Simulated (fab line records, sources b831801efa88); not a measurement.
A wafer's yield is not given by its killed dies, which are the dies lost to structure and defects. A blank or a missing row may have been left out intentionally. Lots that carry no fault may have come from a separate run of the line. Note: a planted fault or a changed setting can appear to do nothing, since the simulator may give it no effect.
fab line records || flow gf180mcu
record: {"lots": 6, "wafers": 18, "lastDay": 32}
route steps=602 shown HV_LDD@228 NSD@235
lots that met no fault: from a run of the same line without faults
startH: hours from the record's first day to the start of the lot's first wafer shown || waitH: hours elapsed since this lot's preceding step || " identical to the entry in the row above || L1.1+2: one row covering several wafers at once || - no value, or no start was given || * or withheld: withheld || < > ~ a bound
route shown NAME@n: names a module that has steps shown in the file, with the first one's number in the route || usual: average and standard deviation across the fault-free wafers || same: alike in all rows || chamber/n: place in a boat || sites: readings site by site || _std_site: the values' standard deviation || _edge_site: outer sites' mean less inner sites' || radiusMm: how far each site lies from the wafer's centre || mask NAME#n: copy n || behind: the last tool/chamber to shape the wafer || hold: the reason the lot was held/the length of the hold in hours/how it ended || device: the transistor (n, p or np) that didn't switch || end of line: tests of these same wafers at the route's end || step lacking rows: just its recipe || killed: at the first sort, the dies lost to defects and structure; wafer yield is something else || map: a wafer's dies, marking killed ones x, the rest . and places with no die _
set.NAME: the setting the step ran with; set.NAME@STEP: the setting that earlier step ran with || model.NAME: the simulator's own value behind a step, which no gauge read
lots at selected steps of the route; one table per step, one row per wafer
services: when a tool's chamber went out of use (startH, in hours from the record's first day, below 0 if earlier), for how many hours, and the reason
== steps ==
step: GF_HV_LDD_RTA_52
recipe: {"tempC": 1000, "timeS": 10, "ambient": "N2"}
usual: {"lampPowerPct": "37/3.5", "wafer_temp_C_max": "1005.6/1.4"}
{"lot.wafer": "L755.1", "tool": "rtpAnneal-01", "chamber": 0, "startH": 272.64, "waitH": 0.0, "lampPowerPct": 40, "wafer_temp_C_max": 1004.7}
{"lot.wafer": "L755.3", "tool": "rtpAnneal-01", "chamber": 0, "startH": 272.64, "waitH": 0.0, "lampPowerPct": 40, "wafer_temp_C_max": 1005.5}
{"lot.wafer": "L755.4", "tool": "rtpAnneal-01", "chamber": 0, "startH": 272.64, "waitH": 0.0, "lampPowerPct": 40, "wafer_temp_C_max": 1004.6}
{"lot.wafer": "L758.2", "tool": "rtpAnneal-01", "chamber": 0, "startH": 295.85, "waitH": 0.0, "lampPowerPct": 40, "wafer_temp_C_max": 1005.1}
{"lot.wafer": "L758.4", "tool": "rtpAnneal-01", "chamber": 0, "startH": 295.85, "waitH": 0.0, "lampPowerPct": 40, "wafer_temp_C_max": 1007.2}
{"lot.wafer": "L758.6", "tool": "rtpAnneal-01", "chamber": 0, "startH": 295.85, "waitH": 0.0, "lampPowerPct": 40, "wafer_temp_C_max": 1006.4}
{"lot.wafer": "L759.1", "tool": "rtpAnneal-02", "chamber": 0, "startH": 303.14, "waitH": 0.0, "lampPowerPct": 33, "wafer_temp_C_max": 1004.1}
{"lot.wafer": "L759.4", "tool": "rtpAnneal-02", "chamber": 0, "startH": 303.14, "waitH": 0.0, "lampPowerPct": 33, "wafer_temp_C_max": 1003.2}
{"lot.wafer": "L759.6", "tool": "rtpAnneal-02", "chamber": 0, "startH": 303.14, "waitH": 0.0, "lampPowerPct": 33, "wafer_temp_C_max": 1003.8}
{"lot.wafer": "L760.3", "tool": "rtpAnneal-01", "chamber": 0, "startH": 313.62, "waitH": 0.0, "lampPowerPct": 40, "wafer_temp_C_max": 1006.0}
{"lot.wafer": "L760.4", "tool": "rtpAnneal-01", "chamber": 0, "startH": 313.62, "waitH": 0.0, "lampPowerPct": 40, "wafer_temp_C_max": 1005.8}
{"lot.wafer": "L760.6", "tool": "rtpAnneal-01", "chamber": 0, "startH": 313.62, "waitH": 0.0, "lampPowerPct": 40, "wafer_temp_C_max": 1007.5}
{"lot.wafer": "L769.4", "tool": "rtpAnneal-01", "chamber": 0, "startH": 384.87, "waitH": 0.0, "lampPowerPct": 40, "wafer_temp_C_max": 1005.3}
{"lot.wafer": "L769.5", "tool": "rtpAnneal-01", "chamber": 0, "startH": 384.87, "waitH": 0.0, "lampPowerPct": 40, "wafer_temp_C_max": 1005.6}
{"lot.wafer": "L769.6", "tool": "rtpAnneal-01", "chamber": 0, "startH": 384.87, "waitH": 0.0, "lampPowerPct": 40, "wafer_temp_C_max": 1007.2}
{"lot.wafer": "L770.2", "tool": "rtpAnneal-02", "chamber": 0, "startH": 392.79, "waitH": 0.0, "lampPowerPct": 33, "wafer_temp_C_max": 1003.8}
{"lot.wafer": "L770.5", "tool": "rtpAnneal-02", "chamber": 0, "startH": 392.79, "waitH": 0.0, "lampPowerPct": 33, "wafer_temp_C_max": 1004.3}
{"lot.wafer": "L770.6", "tool": "rtpAnneal-02", "chamber": 0, "startH": 392.79, "waitH": 0.0, "lampPowerPct": 33, "wafer_temp_C_max": 1004.8}
step: GF_HV_LDD_RS_MEAS_53
recipe: {"thkMeasGauge": "four-point-probe"}
usual: {"HV_LDD_RS": "418.4/0.89"}
{"lot.wafer": "L755.1", "tool": "filmMetro-03", "chamber": "-", "startH": 272.71, "waitH": 0.1, "HV_LDD_RS[ohm/sq]": 417.6}
{"lot.wafer": "L755.3", "tool": "filmMetro-03", "chamber": "-", "startH": 272.71, "waitH": 0.1, "HV_LDD_RS[ohm/sq]": 418.5}
{"lot.wafer": "L755.4", "tool": "filmMetro-03", "chamber": "-", "startH": 272.71, "waitH": 0.1, "HV_LDD_RS[ohm/sq]": 417.8}
{"lot.wafer": "L758.2", "tool": "filmMetro-04", "chamber": "-", "startH": 295.95, "waitH": 0.1, "HV_LDD_RS[ohm/sq]": 418.4}
{"lot.wafer": "L758.4", "tool": "filmMetro-04", "chamber": "-", "startH": 295.95, "waitH": 0.1, "HV_LDD_RS[ohm/sq]": 418.2}
{"lot.wafer": "L758.6", "tool": "filmMetro-04", "chamber": "-", "startH": 295.95, "waitH": 0.1, "HV_LDD_RS[ohm/sq]": 417.8}
{"lot.wafer": "L759.1", "tool": "filmMetro-04", "chamber": "-", "startH": 303.20, "waitH": 0.1, "HV_LDD_RS[ohm/sq]": 418.1}
{"lot.wafer": "L759.4", "tool": "filmMetro-04", "chamber": "-", "startH": 303.20, "waitH": 0.1, "HV_LDD_RS[ohm/sq]": 417.8}
{"lot.wafer": "L759.6", "tool": "filmMetro-04", "chamber": "-", "startH": 303.20, "waitH": 0.1, "HV_LDD_RS[ohm/sq]": 419.0}
{"lot.wafer": "L760.3", "tool": "filmMetro-02", "chamber": "-", "startH": 313.70, "waitH": 0.1, "HV_LDD_RS[ohm/sq]": 418.0}
{"lot.wafer": "L760.4", "tool": "filmMetro-02", "chamber": "-", "startH": 313.70, "waitH": 0.1, "HV_LDD_RS[ohm/sq]": 417.6}
{"lot.wafer": "L760.6", "tool": "filmMetro-02", "chamber": "-", "startH": 313.70, "waitH": 0.1, "HV_LDD_RS[ohm/sq]": 418.6}
{"lot.wafer": "L769.4", "tool": "filmMetro-02", "chamber": "-", "startH": 384.96, "waitH": 0.1, "HV_LDD_RS[ohm/sq]": 418.3}
{"lot.wafer": "L769.5", "tool": "filmMetro-02", "chamber": "-", "startH": 384.96, "waitH": 0.1, "HV_LDD_RS[ohm/sq]": 417.8}
{"lot.wafer": "L769.6", "tool": "filmMetro-02", "chamber": "-", "startH": 384.96, "waitH": 0.1, "HV_LDD_RS[ohm/sq]": 417.2}
{"lot.wafer": "L770.2", "tool": "filmMetro-03", "chamber": "-", "startH": 392.87, "waitH": 0.1, "HV_LDD_RS[ohm/sq]": 418.5}
{"lot.wafer": "L770.5", "tool": "filmMetro-03", "chamber": "-", "startH": 392.87, "waitH": 0.1, "HV_LDD_RS[ohm/sq]": 418.9}
{"lot.wafer": "L770.6", "tool": "filmMetro-03", "chamber": "-", "startH": 392.87, "waitH": 0.1, "HV_LDD_RS[ohm/sq]": 418.1}
step: GF_HV_LDD_CVD_54
recipe: {"material": "SiO2", "targetThkNm": 10, "precursor": "TEOS", "tempC": 680, "timeS": 75, "pressureMtorr": 400}
step: GF_HV_LDD_THK_MEAS_55
recipe: {"reads": "SiO2_of_HV_LDD_CVD_54"}
usual: {"HV_LDD_CVD_54_THK": "9.98/0.13"}
{"lot.wafer": "L755.1", "tool": "filmMetro-02", "chamber": "-", "startH": 273.85, "waitH": 0.0, "HV_LDD_CVD_54_THK[nm]": 9.98}
{"lot.wafer": "L755.3", "tool": "filmMetro-02", "chamber": "-", "startH": 273.85, "waitH": 0.0, "HV_LDD_CVD_54_THK[nm]": 9.82}
{"lot.wafer": "L755.4", "tool": "filmMetro-02", "chamber": "-", "startH": 273.85, "waitH": 0.0, "HV_LDD_CVD_54_THK[nm]": 9.99}
{"lot.wafer": "L758.2", "tool": "filmMetro-03", "chamber": "-", "startH": 297.08, "waitH": 0.0, "HV_LDD_CVD_54_THK[nm]": 10.19}
{"lot.wafer": "L758.4", "tool": "filmMetro-03", "chamber": "-", "startH": 297.08, "waitH": 0.0, "HV_LDD_CVD_54_THK[nm]": 10.12}
{"lot.wafer": "L758.6", "tool": "filmMetro-03", "chamber": "-", "startH": 297.08, "waitH": 0.0, "HV_LDD_CVD_54_THK[nm]": 10.03}
{"lot.wafer": "L759.1", "tool": "filmMetro-04", "chamber": "-", "startH": 304.34, "waitH": 0.0, "HV_LDD_CVD_54_THK[nm]": 9.82}
{"lot.wafer": "L759.4", "tool": "filmMetro-04", "chamber": "-", "startH": 304.34, "waitH": 0.0, "HV_LDD_CVD_54_THK[nm]": 9.90}
{"lot.wafer": "L759.6", "tool": "filmMetro-04", "chamber": "-", "startH": 304.34, "waitH": 0.0, "HV_LDD_CVD_54_THK[nm]": 9.82}
{"lot.wafer": "L760.3", "tool": "filmMetro-02", "chamber": "-", "startH": 314.82, "waitH": 0.0, "HV_LDD_CVD_54_THK[nm]": 9.80}
{"lot.wafer": "L760.4", "tool": "filmMetro-02", "chamber": "-", "startH": 314.82, "waitH": 0.0, "HV_LDD_CVD_54_THK[nm]": 9.89}
{"lot.wafer": "L760.6", "tool": "filmMetro-02", "chamber": "-", "startH": 314.82, "waitH": 0.0, "HV_LDD_CVD_54_THK[nm]": 9.97}
{"lot.wafer": "L769.4", "tool": "filmMetro-02", "chamber": "-", "startH": 386.07, "waitH": 0.0, "HV_LDD_CVD_54_THK[nm]": 9.93}
{"lot.wafer": "L769.5", "tool": "filmMetro-02", "chamber": "-", "startH": 386.07, "waitH": 0.0, "HV_LDD_CVD_54_THK[nm]": 10.03}
{"lot.wafer": "L769.6", "tool": "filmMetro-02", "chamber": "-", "startH": 386.07, "waitH": 0.0, "HV_LDD_CVD_54_THK[nm]": 10.11}
{"lot.wafer": "L770.2", "tool": "filmMetro-03", "chamber": "-", "startH": 394.00, "waitH": 0.0, "HV_LDD_CVD_54_THK[nm]": 10.06}
{"lot.wafer": "L770.5", "tool": "filmMetro-03", "chamber": "-", "startH": 394.00, "waitH": 0.0, "HV_LDD_CVD_54_THK[nm]": 9.89}
{"lot.wafer": "L770.6", "tool": "filmMetro-03", "chamber": "-", "startH": 394.00, "waitH": 0.0, "HV_LDD_CVD_54_THK[nm]": 10.05}
step: GF_HV_LDD_CVD_56
recipe: {"material": "Si3N4", "precursor": "DCS/NH3", "targetThkNm": 90, "tempC": 770, "timeS": 1543, "pressureMtorr": 250}
step: GF_HV_LDD_THK_MEAS_57
recipe: {"reads": "Si3N4_of_HV_LDD_CVD_56"}
usual: {"HV_LDD_CVD_56_THK": "90.3/0.73"}
{"lot.wafer": "L755.1", "tool": "filmMetro-03", "chamber": "-", "startH": 275.34, "waitH": 0.0, "HV_LDD_CVD_56_THK[nm]": 91.8}
{"lot.wafer": "L755.3", "tool": "filmMetro-03", "chamber": "-", "startH": 275.34, "waitH": 0.0, "HV_LDD_CVD_56_THK[nm]": 91.2}
{"lot.wafer": "L755.4", "tool": "filmMetro-03", "chamber": "-", "startH": 275.34, "waitH": 0.0, "HV_LDD_CVD_56_THK[nm]": 91.3}
{"lot.wafer": "L758.2", "tool": "filmMetro-04", "chamber": "-", "startH": 300.50, "waitH": 0.0, "HV_LDD_CVD_56_THK[nm]": 89.9}
{"lot.wafer": "L758.4", "tool": "filmMetro-04", "chamber": "-", "startH": 300.50, "waitH": 0.0, "HV_LDD_CVD_56_THK[nm]": 89.8}
{"lot.wafer": "L758.6", "tool": "filmMetro-04", "chamber": "-", "startH": 300.50, "waitH": 0.0, "HV_LDD_CVD_56_THK[nm]": 89.8}
{"lot.wafer": "L759.1", "tool": "filmMetro-02", "chamber": "-", "startH": 305.83, "waitH": 0.0, "HV_LDD_CVD_56_THK[nm]": 89.7}
{"lot.wafer": "L759.4", "tool": "filmMetro-02", "chamber": "-", "startH": 305.83, "waitH": 0.0, "HV_LDD_CVD_56_THK[nm]": 90.0}
{"lot.wafer": "L759.6", "tool": "filmMetro-02", "chamber": "-", "startH": 305.83, "waitH": 0.0, "HV_LDD_CVD_56_THK[nm]": 89.8}
{"lot.wafer": "L760.3", "tool": "filmMetro-03", "chamber": "-", "startH": 316.31, "waitH": 0.0, "HV_LDD_CVD_56_THK[nm]": 90.7}
{"lot.wafer": "L760.4", "tool": "filmMetro-03", "chamber": "-", "startH": 316.31, "waitH": 0.0, "HV_LDD_CVD_56_THK[nm]": 89.6}
{"lot.wafer": "L760.6", "tool": "filmMetro-03", "chamber": "-", "startH": 316.31, "waitH": 0.0, "HV_LDD_CVD_56_THK[nm]": 90.7}
{"lot.wafer": "L769.4", "tool": "filmMetro-02", "chamber": "-", "startH": 387.56, "waitH": 0.0, "HV_LDD_CVD_56_THK[nm]": 89.7}
{"lot.wafer": "L769.5", "tool": "filmMetro-02", "chamber": "-", "startH": 387.56, "waitH": 0.0, "HV_LDD_CVD_56_THK[nm]": 89.7}
{"lot.wafer": "L769.6", "tool": "filmMetro-02", "chamber": "-", "startH": 387.56, "waitH": 0.0, "HV_LDD_CVD_56_THK[nm]": 89.7}
{"lot.wafer": "L770.2", "tool": "filmMetro-03", "chamber": "-", "startH": 395.49, "waitH": 0.0, "HV_LDD_CVD_56_THK[nm]": 89.7}
{"lot.wafer": "L770.5", "tool": "filmMetro-03", "chamber": "-", "startH": 395.49, "waitH": 0.0, "HV_LDD_CVD_56_THK[nm]": 89.1}
{"lot.wafer": "L770.6", "tool": "filmMetro-03", "chamber": "-", "startH": 395.49, "waitH": 0.0, "HV_LDD_CVD_56_THK[nm]": 90.6}
step: GF_HV_LDD_ETCHBACK_58
recipe: {"chemistry": "CH3F/O2", "target": "Si3N4", "stopOn": "SiO2", "sourceW": 400, "biasW": 80, "pressureMtorr": 25, "ch3fFlowSccm": 40, "O2_flow_sccm": 30, "timeS": 100, "targetDepthA": 900}
usual: {"drypumpMotorCurrentA": "5.7/0.37", "oesProductAu": "0.844/0.0057", "throttleValvePct": "10.561/0.0087"}
{"lot.wafer": "L755.1", "tool": "rieDiel-02", "chamber": 3, "startH": 275.40, "waitH": 0.1, "drypumpMotorCurrentA": 5.8, "oesProductAu": 0.837, "rfHoursCounterH": 3, "throttleValvePct": 10.558}
{"lot.wafer": "L755.3", "tool": "rieDiel-02", "chamber": 1, "startH": 275.40, "waitH": 0.1, "drypumpMotorCurrentA": 5.7, "oesProductAu": 0.842, "rfHoursCounterH": 21, "throttleValvePct": 10.551}
{"lot.wafer": "L755.4", "tool": "rieDiel-02", "chamber": 2, "startH": 275.40, "waitH": 0.1, "drypumpMotorCurrentA": 5.0, "oesProductAu": 0.851, "rfHoursCounterH": 111, "throttleValvePct": 10.555}
{"lot.wafer": "L758.2", "tool": "rieDiel-03", "chamber": 1, "startH": 300.55, "waitH": 0.0, "drypumpMotorCurrentA": 5.5, "oesProductAu": 0.842, "rfHoursCounterH": 58, "throttleValvePct": 10.571}
{"lot.wafer": "L758.4", "tool": "rieDiel-03", "chamber": 2, "startH": 300.55, "waitH": 0.0, "drypumpMotorCurrentA": 6.0, "oesProductAu": 0.844, "rfHoursCounterH": "-", "throttleValvePct": 10.584}
{"lot.wafer": "L758.6", "tool": "rieDiel-03", "chamber": 1, "startH": 300.55, "waitH": 0.0, "drypumpMotorCurrentA": 5.5, "oesProductAu": 0.838, "rfHoursCounterH": "-", "throttleValvePct": 10.564}
{"lot.wafer": "L759.1", "tool": "rieDiel-03", "chamber": 2, "startH": 305.89, "waitH": 0.1, "drypumpMotorCurrentA": 6.0, "oesProductAu": 0.842, "rfHoursCounterH": 8, "throttleValvePct": 10.558}
{"lot.wafer": "L759.4", "tool": "rieDiel-03", "chamber": 3, "startH": 305.89, "waitH": 0.1, "drypumpMotorCurrentA": 5.8, "oesProductAu": 0.847, "rfHoursCounterH": 78, "throttleValvePct": 10.553}
{"lot.wafer": "L759.6", "tool": "rieDiel-03", "chamber": 1, "startH": 305.89, "waitH": 0.1, "drypumpMotorCurrentA": 5.5, "oesProductAu": 0.849, "rfHoursCounterH": "-", "throttleValvePct": 10.558}
{"lot.wafer": "L760.3", "tool": "rieDiel-03", "chamber": 1, "startH": 316.35, "waitH": 0.0, "drypumpMotorCurrentA": 5.5, "oesProductAu": 0.843, "rfHoursCounterH": 58, "throttleValvePct": 10.568}
{"lot.wafer": "L760.4", "tool": "rieDiel-03", "chamber": 0, "startH": 316.35, "waitH": 0.0, "drypumpMotorCurrentA": 5.9, "oesProductAu": 0.841, "rfHoursCounterH": 45, "throttleValvePct": 10.566}
{"lot.wafer": "L760.6", "tool": "rieDiel-03", "chamber": 3, "startH": 316.35, "waitH": 0.0, "drypumpMotorCurrentA": 5.8, "oesProductAu": 0.851, "rfHoursCounterH": "-", "throttleValvePct": 10.556}
{"lot.wafer": "L769.4", "tool": "rieDiel-03", "chamber": 2, "startH": 387.59, "waitH": 0.0, "drypumpMotorCurrentA": 6.0, "oesProductAu": 0.841, "rfHoursCounterH": 9, "throttleValvePct": 10.547}
{"lot.wafer": "L769.5", "tool": "rieDiel-03", "chamber": 1, "startH": 387.59, "waitH": 0.0, "drypumpMotorCurrentA": 5.5, "oesProductAu": 0.850, "rfHoursCounterH": "-", "throttleValvePct": 10.572}
{"lot.wafer": "L769.6", "tool": "rieDiel-03", "chamber": 2, "startH": 387.59, "waitH": 0.0, "drypumpMotorCurrentA": 6.0, "oesProductAu": 0.836, "rfHoursCounterH": "-", "throttleValvePct": 10.560}
{"lot.wafer": "L770.2", "tool": "rieDiel-01", "chamber": 2, "startH": 395.54, "waitH": 0.0, "drypumpMotorCurrentA": 5.8, "oesProductAu": 0.842, "rfHoursCounterH": 7, "throttleValvePct": 10.562}
{"lot.wafer": "L770.5", "tool": "rieDiel-01", "chamber": 2, "startH": 395.54, "waitH": 0.0, "drypumpMotorCurrentA": 5.9, "oesProductAu": 0.840, "rfHoursCounterH": "-", "throttleValvePct": 10.566}
{"lot.wafer": "L770.6", "tool": "rieDiel-01", "chamber": 1, "startH": 395.54, "waitH": 0.0, "drypumpMotorCurrentA": 5.5, "oesProductAu": 0.849, "rfHoursCounterH": "-", "throttleValvePct": 10.545}
step: GF_NSD_DEHYDRATE_00
recipe: {"tempC": 200, "timeS": 60}
step: GF_NSD_HMDS_01
recipe: {"primeTimeS": 60, "primeTempC": 120}
step: GF_NSD_COAT_02
recipe: {"resist": "NOVOLAK", "spinRpm": 3000, "resistThkNm": 1000}
step: GF_NSD_SOFTBAKE_03
recipe: {"tempC": 90, "timeS": 60, "resist": "NOVOLAK"}
step: GF_NSD_EXPOSE_04
recipe: {"maskId": "Nplus", "targetCdNm": 400, "na": 0.6, "sourceShape": "conventional", "sigmaOuter": 0.6, "doseMj": 140}
step: GF_NSD_PEB_05
recipe: {"tempC": "withheld", "timeS": "*", "resist": "NOVOLAK"}
usual: {"chillPlateTempC": "*", "exhaustPa": "44.9/0.97", "resistLineTempC": "*"}
{"lot.wafer": "L755.1", "tool": "lithoTrack-02", "chamber": 0, "startH": 294.57, "waitH": "-", "chillPlateTempC": "*", "exhaustPa": 44.7, "resistLineTempC": "*"}
{"lot.wafer": "L755.3", "tool": "lithoTrack-02", "chamber": 0, "startH": 294.57, "waitH": "-", "chillPlateTempC": "*", "exhaustPa": 42.8, "resistLineTempC": "*"}
{"lot.wafer": "L755.4", "tool": "lithoTrack-02", "chamber": 0, "startH": 294.57, "waitH": "-", "chillPlateTempC": "*", "exhaustPa": 44.5, "resistLineTempC": "*"}
{"lot.wafer": "L758.2", "tool": "lithoTrack-01", "chamber": 0, "startH": 320.63, "waitH": "-", "chillPlateTempC": "*", "exhaustPa": 45.1, "resistLineTempC": "*"}
{"lot.wafer": "L758.4", "tool": "lithoTrack-01", "chamber": 0, "startH": 320.63, "waitH": "-", "chillPlateTempC": "*", "exhaustPa": 45.6, "resistLineTempC": "*"}
{"lot.wafer": "L758.6", "tool": "lithoTrack-01", "chamber": 0, "startH": 320.63, "waitH": "-", "chillPlateTempC": "*", "exhaustPa": 46.8, "resistLineTempC": "*"}
{"lot.wafer": "L759.1", "tool": "lithoTrack-04", "chamber": "-", "startH": 326.77, "waitH": "-", "chillPlateTempC": "-", "exhaustPa": "-", "resistLineTempC": "-"}
{"lot.wafer": "L759.4", "tool": "lithoTrack-04", "chamber": "-", "startH": 326.77, "waitH": "-", "chillPlateTempC": "-", "exhaustPa": "-", "resistLineTempC": "-"}
{"lot.wafer": "L759.6", "tool": "lithoTrack-04", "chamber": "-", "startH": 326.77, "waitH": "-", "chillPlateTempC": "-", "exhaustPa": "-", "resistLineTempC": "-"}
{"lot.wafer": "L760.3", "tool": "lithoTrack-01", "chamber": "-", "startH": 337.05, "waitH": "-", "chillPlateTempC": "-", "exhaustPa": "-", "resistLineTempC": "-"}
{"lot.wafer": "L760.4", "tool": "lithoTrack-01", "chamber": "-", "startH": 337.05, "waitH": "-", "chillPlateTempC": "-", "exhaustPa": "-", "resistLineTempC": "-"}
{"lot.wafer": "L760.6", "tool": "lithoTrack-01", "chamber": "-", "startH": 337.05, "waitH": "-", "chillPlateTempC": "-", "exhaustPa": "-", "resistLineTempC": "-"}
{"lot.wafer": "L769.4", "tool": "lithoTrack-01", "chamber": 0, "startH": 410.93, "waitH": "-", "chillPlateTempC": "*", "exhaustPa": 44.2, "resistLineTempC": "*"}
{"lot.wafer": "L769.5", "tool": "lithoTrack-01", "chamber": 0, "startH": 410.93, "waitH": "-", "chillPlateTempC": "*", "exhaustPa": 44.5, "resistLineTempC": "*"}
{"lot.wafer": "L769.6", "tool": "lithoTrack-01", "chamber": 0, "startH": 410.93, "waitH": "-", "chillPlateTempC": "*", "exhaustPa": 45.0, "resistLineTempC": "*"}
{"lot.wafer": "L770.2", "tool": "lithoTrack-02", "chamber": 0, "startH": 417.79, "waitH": "-", "chillPlateTempC": "*", "exhaustPa": 46.4, "resistLineTempC": "*"}
{"lot.wafer": "L770.5", "tool": "lithoTrack-02", "chamber": 0, "startH": 417.79, "waitH": "-", "chillPlateTempC": "*", "exhaustPa": 44.5, "resistLineTempC": "*"}
{"lot.wafer": "L770.6", "tool": "lithoTrack-02", "chamber": 0, "startH": 417.79, "waitH": "-", "chillPlateTempC": "*", "exhaustPa": 46.9, "resistLineTempC": "*"}
step: GF_NSD_DEVELOP_06
recipe: {"developTimeS": 60, "devTempC": 23}
== services ==
{"tool": "rieDiel-02", "chamber": 0, "startH": 249.25, "hours": 3.7, "kind": "repair"}
{"tool": "rieDiel-02", "chamber": 2, "startH": 261.24, "hours": 4.7, "kind": "repair"}
{"tool": "rieDiel-01", "chamber": 2, "startH": 265.40, "hours": 7.3, "kind": "repair"}
{"tool": "rieDiel-01", "chamber": 3, "startH": 270.57, "hours": 9.2, "kind": "repair"}
{"tool": "rtpAnneal-02", "chamber": "-", "startH": 295.01, "hours": 4.6, "kind": "pm"}
{"tool": "rieDiel-01", "chamber": 2, "startH": 296.38, "hours": 4.5, "kind": "repair"}
{"tool": "rieDiel-03", "chamber": 0, "startH": 298.63, "hours": 2.9, "kind": "repair"}
{"tool": "rieDiel-02", "chamber": 0, "startH": 300.93, "hours": "-", "kind": "clean"}
{"tool": "rieDiel-02", "chamber": 0, "startH": 300.93, "hours": 19.8, "kind": "scheduledDown"}
{"tool": "rieDiel-02", "chamber": 0, "startH": 300.93, "hours": 19.8, "kind": "ventCycle"}
{"tool": "rieDiel-01", "chamber": 1, "startH": 310.00, "hours": 6.8, "kind": "repair"}
{"tool": "rieDiel-01", "chamber": 2, "startH": 345.19, "hours": 2.3, "kind": "repair"}
{"tool": "rieDiel-03", "chamber": "-", "startH": 356.74, "hours": 28.1, "kind": "pm"}
{"tool": "rieDiel-02", "chamber": 1, "startH": 388.81, "hours": 9.1, "kind": "repair"}
{"tool": "rieDiel-02", "chamber": 2, "startH": 413.10, "hours": 12.0, "kind": "repair"}
== key ==
firstSign: {"step": "GF_NSD_PEB_05", "reading": "toolRecord", "direction": "missing"}
effect none on later readings
metAt GF_NSD_PEB_05
struckWafers L759.1,L759.4,L759.6,L760.3,L760.4,L760.6
sortLeftOut L759.1,L759.4,L759.6,L760.3,L760.4,L760.6
testerLeftOut L759,L760
onsetBetween 320.63 326.77
fault: {"kind": "skippedStepWhole", "tool": "lithoTrack-01,lithoTrack-04", "chamber": "-", "onsetH": 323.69, "steps": "GF_NSD_PEB_05", "scope": "struckLotsOnly"}
testerLeftOut: of these lots the tester's yield and bins aren't shown, on N5 and GAA mostly nor the transistor test; their killed dies are dies lost to structure and defects alone, not to doping, threshold or leakage, so they don't give the yield
sortLeftOut: the simulated sort isn't trusted on such a fault, so these wafers' sort isn't shown, and their yield isn't known
